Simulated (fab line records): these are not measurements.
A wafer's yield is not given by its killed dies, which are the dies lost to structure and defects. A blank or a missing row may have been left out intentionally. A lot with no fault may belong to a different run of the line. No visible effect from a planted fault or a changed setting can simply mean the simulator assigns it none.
Which tool was responsible? || flow sky130 || 33 wafers from 11 lots sampled at 4 of the route's 708 steps

## WHAT THE GAUGES SHOWED, per wafer
SKY_CONTACT_RS_MEAS_25: uses a four-point probe to measure. Usual: for CONTACT_W_RS the level is 0.338 ohm/sq and the standard deviation is 0.0061.
{"lot": "L787", "measured": "day 31 23:00", "on": "film-metro-01", "CONTACT_W_RS (ohm/sq)": "0.342 0.339 0.344", "flag": ""}
{"lot": "L790", "measured": "day 32 16:02", "on": "film-metro-01", "CONTACT_W_RS (ohm/sq)": "0.345 0.342 0.340", "flag": ""}
{"lot": "L792", "measured": "day 33 09:37", "on": "film-metro-04", "CONTACT_W_RS (ohm/sq)": "0.344 0.341 0.340", "flag": ""}
{"lot": "L793", "measured": "day 33 18:19", "on": "film-metro-04", "CONTACT_W_RS (ohm/sq)": "0.343 0.344 0.340", "flag": ""}
{"lot": "L797", "measured": "day 34 23:30", "on": "film-metro-04", "CONTACT_W_RS (ohm/sq)": "0.333 0.322 0.327", "flag": ""}
{"lot": "L802", "measured": "day 36 15:43", "on": "film-metro-04", "CONTACT_W_RS (ohm/sq)": "0.342 0.340 0.235", "flag": "OFF"}
{"lot": "L803", "measured": "day 36 22:22", "on": "film-metro-02", "CONTACT_W_RS (ohm/sq)": "0.342 0.240 0.341", "flag": "OFF"}
{"lot": "L804", "measured": "day 37 00:59", "on": "film-metro-01", "CONTACT_W_RS (ohm/sq)": "0.340 0.328 0.325", "flag": ""}
{"lot": "L805", "measured": "day 37 02:17", "on": "film-metro-01", "CONTACT_W_RS (ohm/sq)": "0.343 0.236 0.235", "flag": "OFF"}
{"lot": "L808", "measured": "day 38 04:13", "on": "film-metro-01", "CONTACT_W_RS (ohm/sq)": "0.340 0.326 0.324", "flag": ""}
{"lot": "L809", "measured": "day 38 12:50", "on": "film-metro-01", "CONTACT_W_RS (ohm/sq)": "0.338 0.328 0.337", "flag": ""}

SKY_CONTACT_THK_MEAS_26: measures by xrf. Usual: for CONTACT_W_THK the level is 333 nm and the standard deviation is 6.6.
{"lot": "L787", "measured": "day 31 23:07", "on": "film-metro-01", "CONTACT_W_THK (nm)": "328 331 324", "flag": ""}
{"lot": "L790", "measured": "day 32 16:09", "on": "film-metro-01", "CONTACT_W_THK (nm)": "326 330 332", "flag": ""}
{"lot": "L792", "measured": "day 33 09:43", "on": "film-metro-04", "CONTACT_W_THK (nm)": "327 329 331", "flag": ""}
{"lot": "L793", "measured": "day 33 18:25", "on": "film-metro-04", "CONTACT_W_THK (nm)": "328 326 331", "flag": ""}
{"lot": "L797", "measured": "day 34 23:37", "on": "film-metro-04", "CONTACT_W_THK (nm)": "340 352 345", "flag": ""}
{"lot": "L802", "measured": "day 36 15:48", "on": "film-metro-04", "CONTACT_W_THK (nm)": "337 333 482", "flag": "OFF"}
{"lot": "L803", "measured": "day 36 22:28", "on": "film-metro-02", "CONTACT_W_THK (nm)": "327 461 330", "flag": "OFF"}
{"lot": "L804", "measured": "day 37 01:07", "on": "film-metro-01", "CONTACT_W_THK (nm)": "327 340 342", "flag": ""}
{"lot": "L805", "measured": "day 37 02:25", "on": "film-metro-01", "CONTACT_W_THK (nm)": "326 468 471", "flag": "OFF"}
{"lot": "L808", "measured": "day 38 04:20", "on": "film-metro-01", "CONTACT_W_THK (nm)": "332 347 347", "flag": ""}
{"lot": "L809", "measured": "day 38 12:56", "on": "film-metro-01", "CONTACT_W_THK (nm)": "337 344 336", "flag": ""}

## WHAT TOOL EACH LOT RAN ON (gives the tool, then ch and the chambers of the sampled wafers, and finally the start)
{"lot": "L787", "SKY_VT_ADJUST_NCORE_STRIP_10": "plasma-asher-01 ch 0,1, day 8 23:32", "SKY_CONTACT_CVD_24": "cvd-w-02 ch 1, day 31 22:53"}
{"lot": "L790", "SKY_VT_ADJUST_NCORE_STRIP_10": "plasma-asher-01 ch 0,1, day 9 13:33", "SKY_CONTACT_CVD_24": "cvd-w-02 ch 0,1, day 32 15:55"}
{"lot": "L792", "SKY_VT_ADJUST_NCORE_STRIP_10": "plasma-asher-04 ch 0,1, day 10 03:17", "SKY_CONTACT_CVD_24": "cvd-w-02 ch 0,1, day 33 09:31"}
{"lot": "L793", "SKY_VT_ADJUST_NCORE_STRIP_10": "plasma-asher-01 ch 0,1, day 10 10:31", "SKY_CONTACT_CVD_24": "cvd-w-02 ch 0,1, day 33 18:13"}
{"lot": "L797", "SKY_VT_ADJUST_NCORE_STRIP_10": "plasma-asher-04 ch 0,1, day 11 09:44", "SKY_CONTACT_CVD_24": "cvd-w-01 ch 0,1, day 34 23:23"}
{"lot": "L802", "SKY_VT_ADJUST_NCORE_STRIP_10": "plasma-asher-04 ch 0,1, day 13 04:13", "SKY_CONTACT_CVD_24": "cvd-w-02 ch 0,1, day 36 15:35"}
{"lot": "L803", "SKY_VT_ADJUST_NCORE_STRIP_10": "plasma-asher-03 ch 0,1, day 13 06:05", "SKY_CONTACT_CVD_24": "cvd-w-02 ch 0,1, day 36 22:16"}
{"lot": "L804", "SKY_VT_ADJUST_NCORE_STRIP_10": "plasma-asher-01 ch 0,1, day 13 09:26", "SKY_CONTACT_CVD_24": "cvd-w-01 ch 0,1, day 37 00:53"}
{"lot": "L805", "SKY_VT_ADJUST_NCORE_STRIP_10": "plasma-asher-03 ch 0,1, day 13 16:09", "SKY_CONTACT_CVD_24": "cvd-w-02 ch 0,1, day 37 02:11"}
{"lot": "L808", "SKY_VT_ADJUST_NCORE_STRIP_10": "plasma-asher-01 ch 0,1, day 14 15:29", "SKY_CONTACT_CVD_24": "cvd-w-01 ch 0,1, day 38 04:06"}
{"lot": "L809", "SKY_VT_ADJUST_NCORE_STRIP_10": "plasma-asher-04 ch 0,1, day 15 00:28", "SKY_CONTACT_CVD_24": "cvd-w-01 ch 0,1, day 38 12:43"}
- SKY_VT_ADJUST_NCORE_STRIP_10: strips in O2/N2.
- SKY_CONTACT_CVD_24: deposits W, target thk 340 nm, time 102.12 s.

## WHAT THE TOOLS THEMSELVES READ (means of the sampled wafers that have a number; where no wafer has one, the mark that the record gives instead)
SKY_VT_ADJUST_NCORE_STRIP_10. Usual: drypump-motor-current-A 5.86 A, standard deviation 0.26; n2-flow-sccm 299.9 sccm, standard deviation 0.91; o2-flow-sccm 2999 sccm, standard deviation 10; oes-product-au 0.714 a.u., standard deviation 0.0046; strip-time-to-endpoint-s 14.19 s, standard deviation 0.04.
{"lot": "L787", "tool": "plasma-asher-01", "drypump-motor-current-A (A)": 5.63, "n2-flow-sccm (sccm)": 299.3, "o2-flow-sccm (sccm)": 2989, "oes-product-au (a.u.)": 0.716, "strip-time-to-endpoint-s (s)": 14.15, "flag": ""}
{"lot": "L790", "tool": "plasma-asher-01", "drypump-motor-current-A (A)": 5.82, "n2-flow-sccm (sccm)": 300.0, "o2-flow-sccm (sccm)": 2997, "oes-product-au (a.u.)": 0.713, "strip-time-to-endpoint-s (s)": 14.24, "flag": ""}
{"lot": "L792", "tool": "plasma-asher-04", "drypump-motor-current-A (A)": 5.76, "n2-flow-sccm (sccm)": 298.7, "o2-flow-sccm (sccm)": 3006, "oes-product-au (a.u.)": 0.710, "strip-time-to-endpoint-s (s)": 14.19, "flag": ""}
{"lot": "L793", "tool": "plasma-asher-01", "drypump-motor-current-A (A)": 5.62, "n2-flow-sccm (sccm)": 300.2, "o2-flow-sccm (sccm)": 3007, "oes-product-au (a.u.)": 0.712, "strip-time-to-endpoint-s (s)": 14.22, "flag": ""}
{"lot": "L797", "tool": "plasma-asher-04", "drypump-motor-current-A (A)": 5.76, "n2-flow-sccm (sccm)": 299.6, "o2-flow-sccm (sccm)": 3001, "oes-product-au (a.u.)": 0.715, "strip-time-to-endpoint-s (s)": 14.16, "flag": ""}
{"lot": "L802", "tool": "plasma-asher-04", "drypump-motor-current-A (A)": 5.73, "n2-flow-sccm (sccm)": 301.0, "o2-flow-sccm (sccm)": 3005, "oes-product-au (a.u.)": 0.720, "strip-time-to-endpoint-s (s)": 14.19, "flag": ""}
{"lot": "L803", "tool": "plasma-asher-03", "drypump-motor-current-A (A)": 6.14, "n2-flow-sccm (sccm)": 300.4, "o2-flow-sccm (sccm)": 3003, "oes-product-au (a.u.)": 0.714, "strip-time-to-endpoint-s (s)": 14.15, "flag": ""}
{"lot": "L804", "tool": "plasma-asher-01", "drypump-motor-current-A (A)": 5.82, "n2-flow-sccm (sccm)": 300.8, "o2-flow-sccm (sccm)": 2989, "oes-product-au (a.u.)": 0.714, "strip-time-to-endpoint-s (s)": 14.16, "flag": ""}
{"lot": "L805", "tool": "plasma-asher-03", "drypump-motor-current-A (A)": 6.03, "n2-flow-sccm (sccm)": 300.9, "o2-flow-sccm (sccm)": 2999, "oes-product-au (a.u.)": 0.713, "strip-time-to-endpoint-s (s)": 14.19, "flag": ""}
{"lot": "L808", "tool": "plasma-asher-01", "drypump-motor-current-A (A)": 5.82, "n2-flow-sccm (sccm)": 299.9, "o2-flow-sccm (sccm)": 3008, "oes-product-au (a.u.)": 0.715, "strip-time-to-endpoint-s (s)": 14.20, "flag": ""}
{"lot": "L809", "tool": "plasma-asher-04", "drypump-motor-current-A (A)": 5.79, "n2-flow-sccm (sccm)": 298.7, "o2-flow-sccm (sccm)": 3001, "oes-product-au (a.u.)": 0.716, "strip-time-to-endpoint-s (s)": 14.26, "flag": ""}

SKY_CONTACT_CVD_24. Usual: heater-power-w 856 W, standard deviation 88.
{"lot": "L787", "tool": "cvd-w-02", "heater-power-w (W)": 964, "flag": ""}
{"lot": "L790", "tool": "cvd-w-02", "heater-power-w (W)": 817, "flag": ""}
{"lot": "L792", "tool": "cvd-w-02", "heater-power-w (W)": 901, "flag": ""}
{"lot": "L793", "tool": "cvd-w-02", "heater-power-w (W)": 832, "flag": ""}
{"lot": "L797", "tool": "cvd-w-01", "heater-power-w (W)": 841, "flag": ""}
{"lot": "L802", "tool": "cvd-w-02", "heater-power-w (W)": 896, "flag": ""}
{"lot": "L803", "tool": "cvd-w-02", "heater-power-w (W)": 911, "flag": ""}
{"lot": "L804", "tool": "cvd-w-01", "heater-power-w (W)": 850, "flag": ""}
{"lot": "L805", "tool": "cvd-w-02", "heater-power-w (W)": 805, "flag": ""}
{"lot": "L808", "tool": "cvd-w-01", "heater-power-w (W)": 846, "flag": ""}
{"lot": "L809", "tool": "cvd-w-01", "heater-power-w (W)": 869, "flag": ""}

## THE ANSWER, worked out from the rows above alone
Rule: lot off if the mean of its wafers having a number is beyond 3 standard deviations from the usual mean. Also off: a lot with no number at a reading for which 4 or more lots have one. Any other lot the step has rows for is counted as sound. The gauges are gone through in route order, then the tools' own readings, and for those a lot's mean is taken as printed above. At the first step where some lot is off, the reading lying furthest off is the one used; lots without a number count as furthest.
Off: L802, L803, L805, at SKY_CONTACT_RS_MEAS_25 (CONTACT_W_RS).
A tool fits if, at a process step before that reading, it ran every lot that is off, and no sound lot after the first of them. Gauges at SKY_CONTACT_RS_MEAS_25: tried the same way as those tools. One fits: SKY_CONTACT_CVD_24 on cvd-w-02. A fault onset in the window from L793 (day 33 18:13, its last sound lot) to L802 (day 36 15:35, its first lot off) fits.

## WHAT THE SIMULATOR PUT IN
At SKY_CONTACT_CVD_24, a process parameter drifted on cvd-w-02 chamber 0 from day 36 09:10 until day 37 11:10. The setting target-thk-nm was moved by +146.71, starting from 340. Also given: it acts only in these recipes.
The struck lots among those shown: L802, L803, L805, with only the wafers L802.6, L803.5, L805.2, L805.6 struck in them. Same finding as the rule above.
